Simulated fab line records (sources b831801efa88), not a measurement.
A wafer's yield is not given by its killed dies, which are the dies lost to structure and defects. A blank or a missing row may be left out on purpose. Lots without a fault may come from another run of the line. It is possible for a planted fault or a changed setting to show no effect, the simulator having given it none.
Which tool did it? || flow sky130 || 24 lots with 72 wafers sampled at 6 steps, on a route of 708 steps

## WHAT THE GAUGES READ, wafer by wafer
SKY_VIA3_BOW_MEAS_03.
{"lot": "L074", "measured": "day 38 10:04", "on": "film-metro-03", "VIA3_BOW (um)": "81 93 74"}
{"lot": "L075", "measured": "day 38 18:52", "on": "film-metro-01", "VIA3_BOW (um)": "79 75 80"}
{"lot": "L076", "measured": "day 39 01:18", "on": "film-metro-04", "VIA3_BOW (um)": "83 86 75"}
{"lot": "L078", "measured": "day 39 10:04", "on": "film-metro-03", "VIA3_BOW (um)": "77 72 83"}
{"lot": "L077", "measured": "day 39 12:04", "on": "film-metro-04", "VIA3_BOW (um)": "82 76 77"}
{"lot": "L079", "measured": "day 39 23:11", "on": "film-metro-04", "VIA3_BOW (um)": "81 85 86"}
{"lot": "L080", "measured": "day 40 10:21", "on": "film-metro-03", "VIA3_BOW (um)": "88 77 98"}
{"lot": "L081", "measured": "day 40 16:55", "on": "film-metro-03", "VIA3_BOW (um)": "96 90 102"}
{"lot": "L083", "measured": "day 41 04:30", "on": "film-metro-03", "VIA3_BOW (um)": "73 69 59"}
{"lot": "L082", "measured": "day 41 05:55", "on": "film-metro-04", "VIA3_BOW (um)": "84 90 76"}
{"lot": "L085", "measured": "day 41 16:37", "on": "film-metro-03", "VIA3_BOW (um)": "67 71 80"}
{"lot": "L084", "measured": "day 41 20:18", "on": "film-metro-04", "VIA3_BOW (um)": "65 75 55"}
{"lot": "L086", "measured": "day 41 22:25", "on": "film-metro-03", "VIA3_BOW (um)": "61 72 75"}
{"lot": "L087", "measured": "day 42 09:31", "on": "film-metro-03", "VIA3_BOW (um)": "73 82 75"}
{"lot": "L088", "measured": "day 42 18:57", "on": "film-metro-04", "VIA3_BOW (um)": "77 80 75"}
{"lot": "L089", "measured": "day 43 04:08", "on": "film-metro-04", "VIA3_BOW (um)": "79 82 80"}
{"lot": "L090", "measured": "day 43 05:38", "on": "film-metro-03", "VIA3_BOW (um)": "83 94 84"}
{"lot": "L091", "measured": "day 43 09:51", "on": "film-metro-03", "VIA3_BOW (um)": "67 78 67"}
{"lot": "L092", "measured": "day 43 18:54", "on": "film-metro-04", "VIA3_BOW (um)": "77 85 78"}
{"lot": "L093", "measured": "day 44 05:47", "on": "film-metro-03", "VIA3_BOW (um)": "79 80 81"}
{"lot": "L094", "measured": "day 44 11:36", "on": "film-metro-04", "VIA3_BOW (um)": "78 90 87"}
{"lot": "L095", "measured": "day 44 12:19", "on": "film-metro-04", "VIA3_BOW (um)": "71 90 73"}
{"lot": "L096", "measured": "day 44 18:13", "on": "film-metro-04", "VIA3_BOW (um)": "66 82 77"}
{"lot": "L097", "measured": "day 44 19:43", "on": "film-metro-01", "VIA3_BOW (um)": "75 82 74"}

SKY_VIA3_CD_MEAS_12 targets a cd of 200 nm.
{"lot": "L074", "measured": "day 39 10:53", "on": "cd-sem-02", "cd-nm (nm)": "198.7 201.7 200.1"}
{"lot": "L075", "measured": "day 39 20:27", "on": "cd-sem-02", "cd-nm (nm)": "198.0 199.2 198.6"}
{"lot": "L076", "measured": "day 40 01:56", "on": "cd-sem-01", "cd-nm (nm)": "199.7 198.5 200.1"}
{"lot": "L078", "measured": "day 40 10:18", "on": "cd-sem-01", "cd-nm (nm)": "198.8 199.9 199.7"}
{"lot": "L077", "measured": "day 40 12:40", "on": "cd-sem-02", "cd-nm (nm)": "199.0 200.9 199.4"}
{"lot": "L079", "measured": "day 40 23:16", "on": "cd-sem-02", "cd-nm (nm)": "198.2 198.7 199.2"}
{"lot": "L080", "measured": "day 41 11:08", "on": "cd-sem-01", "cd-nm (nm)": "198.4 197.9 198.3"}
{"lot": "L081", "measured": "day 41 16:56", "on": "cd-sem-02", "cd-nm (nm)": "201.8 202.6 201.0"}
{"lot": "L083", "measured": "day 42 04:35", "on": "cd-sem-01", "cd-nm (nm)": "199.5 200.1 200.1"}
{"lot": "L082", "measured": "day 42 05:10", "on": "cd-sem-02", "cd-nm (nm)": "201.2 200.7 200.1"}
{"lot": "L085", "measured": "day 42 16:28", "on": "cd-sem-01", "cd-nm (nm)": "202.1 202.9 201.1"}
{"lot": "L084", "measured": "day 42 19:29", "on": "cd-sem-01", "cd-nm (nm)": "201.4 201.8 202.3"}
{"lot": "L086", "measured": "day 42 21:23", "on": "cd-sem-01", "cd-nm (nm)": "201.4 201.0 200.4"}
{"lot": "L087", "measured": "day 43 08:23", "on": "cd-sem-02", "cd-nm (nm)": "199.5 199.0 200.2"}
{"lot": "L088", "measured": "day 43 17:42", "on": "cd-sem-01", "cd-nm (nm)": "202.8 200.4 200.4"}
{"lot": "L089", "measured": "day 44 02:33", "on": "cd-sem-02", "cd-nm (nm)": "198.5 199.4 199.2"}
{"lot": "L090", "measured": "day 44 03:37", "on": "cd-sem-02", "cd-nm (nm)": "200.2 200.8 200.5"}
{"lot": "L091", "measured": "day 44 08:26", "on": "cd-sem-02", "cd-nm (nm)": "200.1 200.1 199.0"}
{"lot": "L092", "measured": "day 44 17:07", "on": "cd-sem-01", "cd-nm (nm)": "201.3 200.5 200.8"}
{"lot": "L093", "measured": "day 45 03:41", "on": "cd-sem-01", "cd-nm (nm)": "198.3 198.6 197.9"}
{"lot": "L094", "measured": "day 45 09:13", "on": "cd-sem-01", "cd-nm (nm)": "200.1 200.8 199.7"}
{"lot": "L095", "measured": "day 45 10:34", "on": "cd-sem-02", "cd-nm (nm)": "200.1 199.1 199.0"}
{"lot": "L096", "measured": "day 45 15:52", "on": "cd-sem-02", "cd-nm (nm)": "199.7 201.2 199.8"}
{"lot": "L097", "measured": "day 45 17:22", "on": "cd-sem-02", "cd-nm (nm)": "202.8 201.8 201.8"}

SKY_VIA3_RS_MEAS_22: uses a four-point probe to measure.
{"lot": "L074", "measured": "day 39 11:57", "on": "film-metro-01", "VIA3_W_RS (ohm/sq)": "0.294 0.292 0.298"}
{"lot": "L075", "measured": "day 39 21:34", "on": "film-metro-01", "VIA3_W_RS (ohm/sq)": "0.298 0.300 0.283"}
{"lot": "L076", "measured": "day 40 02:59", "on": "film-metro-01", "VIA3_W_RS (ohm/sq)": "0.285 0.297 0.300"}
{"lot": "L078", "measured": "day 40 11:20", "on": "film-metro-03", "VIA3_W_RS (ohm/sq)": "0.289 0.295 0.286"}
{"lot": "L077", "measured": "day 40 13:44", "on": "film-metro-04", "VIA3_W_RS (ohm/sq)": "0.296 0.293 0.292"}
{"lot": "L079", "measured": "day 41 00:18", "on": "film-metro-04", "VIA3_W_RS (ohm/sq)": "0.297 0.295 0.298"}
{"lot": "L080", "measured": "day 41 12:10", "on": "film-metro-03", "VIA3_W_RS (ohm/sq)": "0.293 0.285 0.287"}
{"lot": "L081", "measured": "day 41 18:04", "on": "film-metro-01", "VIA3_W_RS (ohm/sq)": "0.298 0.298 0.299"}
{"lot": "L083", "measured": "day 42 05:37", "on": "film-metro-01", "VIA3_W_RS (ohm/sq)": "0.293 0.289 0.295"}
{"lot": "L082", "measured": "day 42 06:12", "on": "film-metro-01", "VIA3_W_RS (ohm/sq)": "0.297 0.295 0.289"}
{"lot": "L085", "measured": "day 42 17:29", "on": "film-metro-04", "VIA3_W_RS (ohm/sq)": "0.292 0.294 0.290"}
{"lot": "L084", "measured": "day 42 20:31", "on": "film-metro-03", "VIA3_W_RS (ohm/sq)": "0.292 0.293 0.293"}
{"lot": "L086", "measured": "day 42 22:25", "on": "film-metro-03", "VIA3_W_RS (ohm/sq)": "0.297 0.295 0.298"}
{"lot": "L087", "measured": "day 43 09:25", "on": "film-metro-03", "VIA3_W_RS (ohm/sq)": "0.299 0.297 0.300"}
{"lot": "L088", "measured": "day 43 18:44", "on": "film-metro-01", "VIA3_W_RS (ohm/sq)": "0.294 0.294 0.291"}
{"lot": "L089", "measured": "day 44 03:35", "on": "film-metro-03", "VIA3_W_RS (ohm/sq)": "0.298 0.287 0.287"}
{"lot": "L090", "measured": "day 44 04:39", "on": "film-metro-03", "VIA3_W_RS (ohm/sq)": "0.300 0.289 0.298"}
{"lot": "L091", "measured": "day 44 09:28", "on": "film-metro-01", "VIA3_W_RS (ohm/sq)": "0.299 0.283 0.287"}
{"lot": "L092", "measured": "day 44 18:09", "on": "film-metro-03", "VIA3_W_RS (ohm/sq)": "0.288 0.296 0.287"}
{"lot": "L093", "measured": "day 45 04:43", "on": "film-metro-03", "VIA3_W_RS (ohm/sq)": "0.295 0.294 0.295"}
{"lot": "L094", "measured": "day 45 10:16", "on": "film-metro-03", "VIA3_W_RS (ohm/sq)": "0.295 0.295 0.297"}
{"lot": "L095", "measured": "day 45 11:36", "on": "film-metro-04", "VIA3_W_RS (ohm/sq)": "0.297 0.297 0.297"}
{"lot": "L096", "measured": "day 45 16:54", "on": "film-metro-04", "VIA3_W_RS (ohm/sq)": "0.295 0.294 0.294"}
{"lot": "L097", "measured": "day 45 18:24", "on": "film-metro-04", "VIA3_W_RS (ohm/sq)": "0.297 0.294 0.299"}

SKY_VIA4_THK_MEAS_01.
{"lot": "L074", "measured": "day 41 14:29", "on": "film-metro-04", "VIA4_HDPCVD_THK (nm)": "1760 1743 1737"}
{"lot": "L075", "measured": "day 42 00:16", "on": "film-metro-04", "VIA4_HDPCVD_THK (nm)": "1734 1734 1755"}
{"lot": "L076", "measured": "day 42 05:25", "on": "film-metro-03", "VIA4_HDPCVD_THK (nm)": "1750 1776 1758"}
{"lot": "L078", "measured": "day 42 13:14", "on": "film-metro-03", "VIA4_HDPCVD_THK (nm)": "1760 1775 1780"}
{"lot": "L077", "measured": "day 42 16:40", "on": "film-metro-04", "VIA4_HDPCVD_THK (nm)": "1781 1780 1785"}
{"lot": "L079", "measured": "day 43 02:55", "on": "film-metro-02", "VIA4_HDPCVD_THK (nm)": "1774 1746 1771"}
{"lot": "L080", "measured": "day 43 14:24", "on": "film-metro-02", "VIA4_HDPCVD_THK (nm)": "1763 1736 1740"}
{"lot": "L081", "measured": "day 43 19:20", "on": "film-metro-03", "VIA4_HDPCVD_THK (nm)": "1769 1779 1745"}
{"lot": "L083", "measured": "day 44 05:55", "on": "film-metro-04", "VIA4_HDPCVD_THK (nm)": "1755 1761 1759"}
{"lot": "L082", "measured": "day 44 06:52", "on": "film-metro-03", "VIA4_HDPCVD_THK (nm)": "1733 1744 1712"}
{"lot": "L085", "measured": "day 44 18:11", "on": "film-metro-02", "VIA4_HDPCVD_THK (nm)": "1749 1743 1760"}
{"lot": "L084", "measured": "day 44 20:59", "on": "film-metro-03", "VIA4_HDPCVD_THK (nm)": "1760 1766 1744"}
{"lot": "L086", "measured": "day 44 21:55", "on": "film-metro-04", "VIA4_HDPCVD_THK (nm)": "1747 1771 1742"}
{"lot": "L087", "measured": "day 45 08:02", "on": "film-metro-04", "VIA4_HDPCVD_THK (nm)": "1738 1754 1751"}
{"lot": "L088", "measured": "day 45 17:05", "on": "film-metro-03", "VIA4_HDPCVD_THK (nm)": "1769 1736 1751"}
{"lot": "L089", "measured": "day 46 01:33", "on": "film-metro-03", "VIA4_HDPCVD_THK (nm)": "1777 1783 1749"}
{"lot": "L090", "measured": "day 46 02:40", "on": "film-metro-03", "VIA4_HDPCVD_THK (nm)": "1782 1772 1751"}
{"lot": "L091", "measured": "day 46 06:46", "on": "film-metro-03", "VIA4_HDPCVD_THK (nm)": "1739 1725 1747"}
{"lot": "L092", "measured": "day 46 14:43", "on": "film-metro-04", "VIA4_HDPCVD_THK (nm)": "1747 1741 1753"}
{"lot": "L093", "measured": "day 46 23:49", "on": "film-metro-03", "VIA4_HDPCVD_THK (nm)": "1757 1751 1746"}
{"lot": "L094", "measured": "day 47 05:03", "on": "film-metro-04", "VIA4_HDPCVD_THK (nm)": "1728 1739 1780"}
{"lot": "L095", "measured": "day 47 07:59", "on": "film-metro-03", "VIA4_HDPCVD_THK (nm)": "1739 1746 1747"}
{"lot": "L096", "measured": "day 47 11:23", "on": "film-metro-02", "VIA4_HDPCVD_THK (nm)": "1762 1757 1761"}
{"lot": "L097", "measured": "day 47 13:01", "on": "film-metro-02", "VIA4_HDPCVD_THK (nm)": "1737 1731 1732"}

## TOOL THAT RAN EACH LOT (tool first, then ch and the chambers of the sampled wafers, then the start)
{"lot": "L074", "SKY_VIA3_CVD_21": "cvd-w-01 ch 0,1, day 39 11:50", "SKY_CAP2M_METAL_ETCH_13": "rie-metal-02 ch 0,1, day 40 13:04"}
{"lot": "L075", "SKY_VIA3_CVD_21": "cvd-w-02 ch 0,1, day 39 21:26", "SKY_CAP2M_METAL_ETCH_13": "rie-metal-02 ch 0,1, day 40 22:10"}
{"lot": "L076", "SKY_VIA3_CVD_21": "cvd-w-02 ch 0,1, day 40 02:51", "SKY_CAP2M_METAL_ETCH_13": "rie-metal-02 ch 0,1, day 41 03:41"}
{"lot": "L078", "SKY_VIA3_CVD_21": "cvd-w-02 ch 0,1, day 40 11:12", "SKY_CAP2M_METAL_ETCH_13": "rie-metal-02 ch 0,1, day 41 12:05"}
{"lot": "L077", "SKY_VIA3_CVD_21": "cvd-w-01 ch 0,1, day 40 13:37", "SKY_CAP2M_METAL_ETCH_13": "rie-metal-04 ch 0,1, day 41 14:58"}
{"lot": "L079", "SKY_VIA3_CVD_21": "cvd-w-01 ch 0,1, day 41 00:10", "SKY_CAP2M_METAL_ETCH_13": "rie-metal-04 ch 0,1, day 42 01:07"}
{"lot": "L080", "SKY_VIA3_CVD_21": "cvd-w-02 ch 0,1, day 41 12:02", "SKY_CAP2M_METAL_ETCH_13": "rie-metal-02 ch 0,1, day 42 12:53"}
{"lot": "L081", "SKY_VIA3_CVD_21": "cvd-w-01 ch 0,1, day 41 17:56", "SKY_CAP2M_METAL_ETCH_13": "rie-metal-01 ch 0,1, day 42 18:05"}
{"lot": "L083", "SKY_VIA3_CVD_21": "cvd-w-02 ch 0,1, day 42 05:30", "SKY_CAP2M_METAL_ETCH_13": "rie-metal-04 ch 0,1, day 43 05:42"}
{"lot": "L082", "SKY_VIA3_CVD_21": "cvd-w-02 ch 0,1, day 42 06:04", "SKY_CAP2M_METAL_ETCH_13": "rie-metal-01 ch 0,1, day 43 06:39"}
{"lot": "L085", "SKY_VIA3_CVD_21": "cvd-w-01 ch 0,1, day 42 17:21", "SKY_CAP2M_METAL_ETCH_13": "rie-metal-02 ch 0,1, day 43 17:30"}
{"lot": "L084", "SKY_VIA3_CVD_21": "cvd-w-01 ch 0, day 42 20:22", "SKY_CAP2M_METAL_ETCH_13": "rie-metal-04 ch 1, day 43 20:11"}
{"lot": "L086", "SKY_VIA3_CVD_21": "cvd-w-01 ch 0,1, day 42 22:16", "SKY_CAP2M_METAL_ETCH_13": "rie-metal-02 ch 0,1, day 43 22:09"}
{"lot": "L087", "SKY_VIA3_CVD_21": "cvd-w-01 ch 0,1, day 43 09:17", "SKY_CAP2M_METAL_ETCH_13": "rie-metal-04 ch 0,1, day 44 07:59"}
{"lot": "L088", "SKY_VIA3_CVD_21": "cvd-w-01 ch 0,1, day 43 18:35", "SKY_CAP2M_METAL_ETCH_13": "rie-metal-04 ch 0,1, day 44 17:34"}
{"lot": "L089", "SKY_VIA3_CVD_21": "cvd-w-02 ch 0,1, day 44 03:28", "SKY_CAP2M_METAL_ETCH_13": "rie-metal-01 ch 1, day 45 02:18"}
{"lot": "L090", "SKY_VIA3_CVD_21": "cvd-w-02 ch 0,1, day 44 04:32", "SKY_CAP2M_METAL_ETCH_13": "rie-metal-02 ch 0,1, day 45 03:23"}
{"lot": "L091", "SKY_VIA3_CVD_21": "cvd-w-02 ch 0,1, day 44 09:19", "SKY_CAP2M_METAL_ETCH_13": "rie-metal-04 ch 0,1, day 45 07:58"}
{"lot": "L092", "SKY_VIA3_CVD_21": "cvd-w-02 ch 0,1, day 44 18:01", "SKY_CAP2M_METAL_ETCH_13": "rie-metal-01 ch 0,1, day 45 16:35"}
{"lot": "L093", "SKY_VIA3_CVD_21": "cvd-w-01 ch 0,1, day 45 04:35", "SKY_CAP2M_METAL_ETCH_13": "rie-metal-01 ch 0,1, day 46 01:51"}
{"lot": "L094", "SKY_VIA3_CVD_21": "cvd-w-01 ch 0,1, day 45 10:07", "SKY_CAP2M_METAL_ETCH_13": "rie-metal-01 ch 0,1, day 46 07:38"}
{"lot": "L095", "SKY_VIA3_CVD_21": "cvd-w-01 ch 0,1, day 45 11:29", "SKY_CAP2M_METAL_ETCH_13": "rie-metal-01 ch 0,1, day 46 10:01"}
{"lot": "L096", "SKY_VIA3_CVD_21": "cvd-w-01 ch 0,1, day 45 16:47", "SKY_CAP2M_METAL_ETCH_13": "rie-metal-02 ch 0,1, day 46 13:55"}
{"lot": "L097", "SKY_VIA3_CVD_21": "cvd-w-01 ch 0,1, day 45 18:17", "SKY_CAP2M_METAL_ETCH_13": "rie-metal-01 ch 0,1, day 46 15:20"}
- SKY_VIA3_CVD_21: deposits W, target thk 390 nm, time 117.31 s.
- SKY_CAP2M_METAL_ETCH_13: etches TiN in Cl2/BCl3, stops on SiO2, target depth 220 nm, time 62.9 s.

## AS READ BY THE TOOLS THEMSELVES (means over the sampled wafers that have a number; for cases with no such wafer, the mark the record gives instead)
SKY_VIA3_CVD_21.
{"lot": "L074", "tool": "cvd-w-01", "heater-power-w (W)": 732}
{"lot": "L075", "tool": "cvd-w-02", "heater-power-w (W)": 828}
{"lot": "L076", "tool": "cvd-w-02", "heater-power-w (W)": 813}
{"lot": "L078", "tool": "cvd-w-02", "heater-power-w (W)": 823}
{"lot": "L077", "tool": "cvd-w-01", "heater-power-w (W)": 756}
{"lot": "L079", "tool": "cvd-w-01", "heater-power-w (W)": 762}
{"lot": "L080", "tool": "cvd-w-02", "heater-power-w (W)": 834}
{"lot": "L081", "tool": "cvd-w-01", "heater-power-w (W)": 741}
{"lot": "L083", "tool": "cvd-w-02", "heater-power-w (W)": 821}
{"lot": "L082", "tool": "cvd-w-02", "heater-power-w (W)": 831}
{"lot": "L085", "tool": "cvd-w-01", "heater-power-w (W)": 763}
{"lot": "L084", "tool": "cvd-w-01", "heater-power-w (W)": 715}
{"lot": "L086", "tool": "cvd-w-01", "heater-power-w (W)": 755}
{"lot": "L087", "tool": "cvd-w-01", "heater-power-w (W)": 731}
{"lot": "L088", "tool": "cvd-w-01", "heater-power-w (W)": 764}
{"lot": "L089", "tool": "cvd-w-02", "heater-power-w (W)": 834}
{"lot": "L090", "tool": "cvd-w-02", "heater-power-w (W)": 842}
{"lot": "L091", "tool": "cvd-w-02", "heater-power-w (W)": 825}
{"lot": "L092", "tool": "cvd-w-02", "heater-power-w (W)": 831}
{"lot": "L093", "tool": "cvd-w-01", "heater-power-w (W)": 765}
{"lot": "L094", "tool": "cvd-w-01", "heater-power-w (W)": 737}
{"lot": "L095", "tool": "cvd-w-01", "heater-power-w (W)": 743}
{"lot": "L096", "tool": "cvd-w-01", "heater-power-w (W)": 741}
{"lot": "L097", "tool": "cvd-w-01", "heater-power-w (W)": 755}

SKY_CAP2M_METAL_ETCH_13.
{"lot": "L074", "tool": "rie-metal-02", "bias-w (W)": 48.41, "drypump-motor-current-A (A)": 5.8, "oes-product-au (a.u.)": 0.945, "rf-fwd-power-W (W)": 893, "throttle-valve-pct (%)": 21.904}
{"lot": "L075", "tool": "rie-metal-02", "bias-w (W)": 48.58, "drypump-motor-current-A (A)": 5.8, "oes-product-au (a.u.)": 0.932, "rf-fwd-power-W (W)": 893, "throttle-valve-pct (%)": 21.906}
{"lot": "L076", "tool": "rie-metal-02", "bias-w (W)": 48.53, "drypump-motor-current-A (A)": 5.8, "oes-product-au (a.u.)": 0.931, "rf-fwd-power-W (W)": 894, "throttle-valve-pct (%)": 21.906}
{"lot": "L078", "tool": "rie-metal-02", "bias-w (W)": 48.43, "drypump-motor-current-A (A)": 5.8, "oes-product-au (a.u.)": 0.937, "rf-fwd-power-W (W)": 895, "throttle-valve-pct (%)": 21.902}
{"lot": "L077", "tool": "rie-metal-04", "bias-w (W)": 48.44, "drypump-motor-current-A (A)": 5.9, "oes-product-au (a.u.)": 0.935, "rf-fwd-power-W (W)": 896, "throttle-valve-pct (%)": 21.905}
{"lot": "L079", "tool": "rie-metal-04", "bias-w (W)": 48.50, "drypump-motor-current-A (A)": 5.9, "oes-product-au (a.u.)": 0.945, "rf-fwd-power-W (W)": 893, "throttle-valve-pct (%)": 21.897}
{"lot": "L080", "tool": "rie-metal-02", "bias-w (W)": 48.53, "drypump-motor-current-A (A)": 5.8, "oes-product-au (a.u.)": 0.941, "rf-fwd-power-W (W)": 893, "throttle-valve-pct (%)": 21.905}
{"lot": "L081", "tool": "rie-metal-01", "bias-w (W)": 48.55, "drypump-motor-current-A (A)": 5.4, "oes-product-au (a.u.)": 0.941, "rf-fwd-power-W (W)": 889, "throttle-valve-pct (%)": 21.903}
{"lot": "L083", "tool": "rie-metal-04", "bias-w (W)": 48.53, "drypump-motor-current-A (A)": 6.1, "oes-product-au (a.u.)": 0.950, "rf-fwd-power-W (W)": 896, "throttle-valve-pct (%)": 21.905}
{"lot": "L082", "tool": "rie-metal-01", "bias-w (W)": 48.52, "drypump-motor-current-A (A)": 5.4, "oes-product-au (a.u.)": 0.934, "rf-fwd-power-W (W)": 889, "throttle-valve-pct (%)": 21.906}
{"lot": "L085", "tool": "rie-metal-02", "bias-w (W)": 48.49, "drypump-motor-current-A (A)": 5.8, "oes-product-au (a.u.)": 0.938, "rf-fwd-power-W (W)": 896, "throttle-valve-pct (%)": 21.906}
{"lot": "L084", "tool": "rie-metal-04", "bias-w (W)": 48.44, "drypump-motor-current-A (A)": 6.3, "oes-product-au (a.u.)": 0.933, "rf-fwd-power-W (W)": 897, "throttle-valve-pct (%)": 21.907}
{"lot": "L086", "tool": "rie-metal-02", "bias-w (W)": 48.46, "drypump-motor-current-A (A)": 5.8, "oes-product-au (a.u.)": 0.939, "rf-fwd-power-W (W)": 895, "throttle-valve-pct (%)": 21.903}
{"lot": "L087", "tool": "rie-metal-04", "bias-w (W)": 48.54, "drypump-motor-current-A (A)": 6.1, "oes-product-au (a.u.)": 0.939, "rf-fwd-power-W (W)": 896, "throttle-valve-pct (%)": 21.904}
{"lot": "L088", "tool": "rie-metal-04", "bias-w (W)": 48.50, "drypump-motor-current-A (A)": 6.1, "oes-product-au (a.u.)": 0.930, "rf-fwd-power-W (W)": 892, "throttle-valve-pct (%)": 21.912}
{"lot": "L089", "tool": "rie-metal-01", "bias-w (W)": 48.51, "drypump-motor-current-A (A)": 5.1, "oes-product-au (a.u.)": 0.934, "rf-fwd-power-W (W)": 897, "throttle-valve-pct (%)": 21.910}
{"lot": "L090", "tool": "rie-metal-02", "bias-w (W)": 48.65, "drypump-motor-current-A (A)": 5.8, "oes-product-au (a.u.)": 0.942, "rf-fwd-power-W (W)": 894, "throttle-valve-pct (%)": 21.898}
{"lot": "L091", "tool": "rie-metal-04", "bias-w (W)": 48.48, "drypump-motor-current-A (A)": 6.1, "oes-product-au (a.u.)": 0.943, "rf-fwd-power-W (W)": 892, "throttle-valve-pct (%)": 21.894}
{"lot": "L092", "tool": "rie-metal-01", "bias-w (W)": 48.50, "drypump-motor-current-A (A)": 5.4, "oes-product-au (a.u.)": 0.938, "rf-fwd-power-W (W)": 892, "throttle-valve-pct (%)": 21.908}
{"lot": "L093", "tool": "rie-metal-01", "bias-w (W)": 48.44, "drypump-motor-current-A (A)": 5.4, "oes-product-au (a.u.)": 0.937, "rf-fwd-power-W (W)": 892, "throttle-valve-pct (%)": 21.913}
{"lot": "L094", "tool": "rie-metal-01", "bias-w (W)": 48.62, "drypump-motor-current-A (A)": 5.2, "oes-product-au (a.u.)": 0.950, "rf-fwd-power-W (W)": 894, "throttle-valve-pct (%)": 21.899}
{"lot": "L095", "tool": "rie-metal-01", "bias-w (W)": 48.53, "drypump-motor-current-A (A)": 5.2, "oes-product-au (a.u.)": 0.948, "rf-fwd-power-W (W)": 896, "throttle-valve-pct (%)": 21.893}
{"lot": "L096", "tool": "rie-metal-02", "bias-w (W)": 48.57, "drypump-motor-current-A (A)": 5.8, "oes-product-au (a.u.)": 0.928, "rf-fwd-power-W (W)": 894, "throttle-valve-pct (%)": 21.912}
{"lot": "L097", "tool": "rie-metal-01", "bias-w (W)": 48.50, "drypump-motor-current-A (A)": 5.4, "oes-product-au (a.u.)": 0.940, "rf-fwd-power-W (W)": 889, "throttle-valve-pct (%)": 21.891}

## THE ANSWER, worked out from the rows above alone
Rule: usual is defined by the lots themselves. Put in order of their means at a reading, lots are off if they are a third of the lots or fewer, leave a main group of 4 or more, and stand apart from it by a gap of 3 or more times the standard deviation of the main group's means; of several such gaps the widest counts. A main group is skipped when, at the precision printed for the reading in the tables above, its means are all equal. A lot without any number at a reading at which 4 lots or more have one is off too. Any other lot the step has rows for is counted as sound. After the gauges, taken in route order, come the tools' own readings; for these a lot's mean is taken, as printed above. The first step at which some lot is off is used, and at that step the reading that is off furthest; a lot without a number counts as furthest.
No lot is off on any of the readings shown, so nothing can be concluded from this.

## WHAT THE SIMULATOR HAD PUT IN
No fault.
